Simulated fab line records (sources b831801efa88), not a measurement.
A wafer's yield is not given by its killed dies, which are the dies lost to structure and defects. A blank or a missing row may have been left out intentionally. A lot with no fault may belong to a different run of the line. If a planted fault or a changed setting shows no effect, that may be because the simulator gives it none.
A struck lot beside a sound one / flow sky130 / 14 steps out of a route of 708
Sound: these wafers, L465.1, L465.2, L465.4. The struck wafers were L458.2, L458.3, L458.6. The cause comes at the end.
Per side, at each step with rows, come the tool, then ch with its chambers, and then its first start. Under that, the readings that differ: sound wafers / struck wafers / difference of the means / sigmas: that difference in standard deviations of wafers without a fault.
alike: a reading whose means differ by less than 2 such deviations, as well as words and numbers matching on both sides. not compared: withheld readings; readings where some wafer has no value; bounds like >300 that might hide an equal value; numbers whose values overlap and for which the record gives no deviation.
Wherever a step has rows on one side only, a row that says differs or no value, or a row with sigmas, the two part there. Non-overlapping numbers with no deviation appear without sigmas and do not part them. A reading missing from all wafers of one side parts the sides only when that side holds two or more wafers.

SKY_METAL3_SPUTTER_02: material AlCu, target thk 735 nm, time 39.1 s.
  sound on pvdSputter-04, day 39 15:25; struck on pvdSputter-02, day 38 05:26
  alike: cathodeDcPowerW, throttleValvePct
SKY_METAL3_SPUTTER_03: material Ti, target thk 5 nm, time 3.3 s.
  sound on pvdSputter-04, day 39 15:27; struck on pvdSputter-02, day 38 05:28
  alike: cathodeDcPowerW, throttleValvePct
SKY_METAL3_SPUTTER_04: material TiN, target thk 70 nm, time 58.3 s.
  sound on pvdSputter-04, day 39 15:28; struck on pvdSputter-02, day 38 05:29
  alike: cathodeDcPowerW, throttleValvePct
SKY_CAPM_CVD_00: deposits SiO2, target thk 15.5 nm.
  sound on pecvd-01 ch 1,2, day 39 15:31; struck on pecvd-02 ch 0,1, day 38 05:32
  alike: heaterPowerOuterW, heaterPowerW
SKY_CAPM_THK_MEAS_01:
  sound on filmMetro-02, day 39 15:32; struck on filmMetro-01, day 38 05:34
  alike: CAPM_CVD_00_THK
SKY_CAPM_SPUTTER_02: material TiN, target thk 200 nm, time 166.7 s.
  sound on pvdSputter-02, day 39 15:35; struck on pvdSputter-03, day 38 05:37
  alike: cathodeDcPowerW, throttleValvePct
SKY_CAPM_RS_MEAS_03: the measuring method here is four-point-probe.
  sound on filmMetro-01, day 39 15:42; struck on filmMetro-02, day 38 05:45
  alike: CAPM_TIN_RS
SKY_CAPM_THK_MEAS_04: measures by xrf.
  sound on filmMetro-01, day 39 15:49; struck on filmMetro-02, day 38 05:52
  alike: CAPM_TIN_THK
then, 4 steps without rows for these wafers: SKY_CAPM_DEHYDRATE_05 (time 60 s); SKY_CAPM_HMDS_06 (prime time 60 s); SKY_CAPM_COAT_07 (resist thk 1140 nm); SKY_CAPM_SOFTBAKE_08 (time 60 s).
SKY_CAPM_EXPOSE_09: exposes mask CAPM, target cd 1000 nm.
  sound on ilineStepper-02 ch 0, day 40 04:34; struck on ilineStepper-01, day 38 18:08
  no value came back on the struck wafers for exposureDoseMJCm2, focusOffsetNm (nm), stageVelMmS (mm/s); on the sound wafers exposureDoseMJCm2 reads 158.76 158.92 158.99
  alike: mask
after that, 1 step had no rows for these wafers: SKY_CAPM_PEB_10.

WHERE THEY PART
Within this record, at SKY_CAPM_EXPOSE_09 only.

WHY: what had been put in by the simulator
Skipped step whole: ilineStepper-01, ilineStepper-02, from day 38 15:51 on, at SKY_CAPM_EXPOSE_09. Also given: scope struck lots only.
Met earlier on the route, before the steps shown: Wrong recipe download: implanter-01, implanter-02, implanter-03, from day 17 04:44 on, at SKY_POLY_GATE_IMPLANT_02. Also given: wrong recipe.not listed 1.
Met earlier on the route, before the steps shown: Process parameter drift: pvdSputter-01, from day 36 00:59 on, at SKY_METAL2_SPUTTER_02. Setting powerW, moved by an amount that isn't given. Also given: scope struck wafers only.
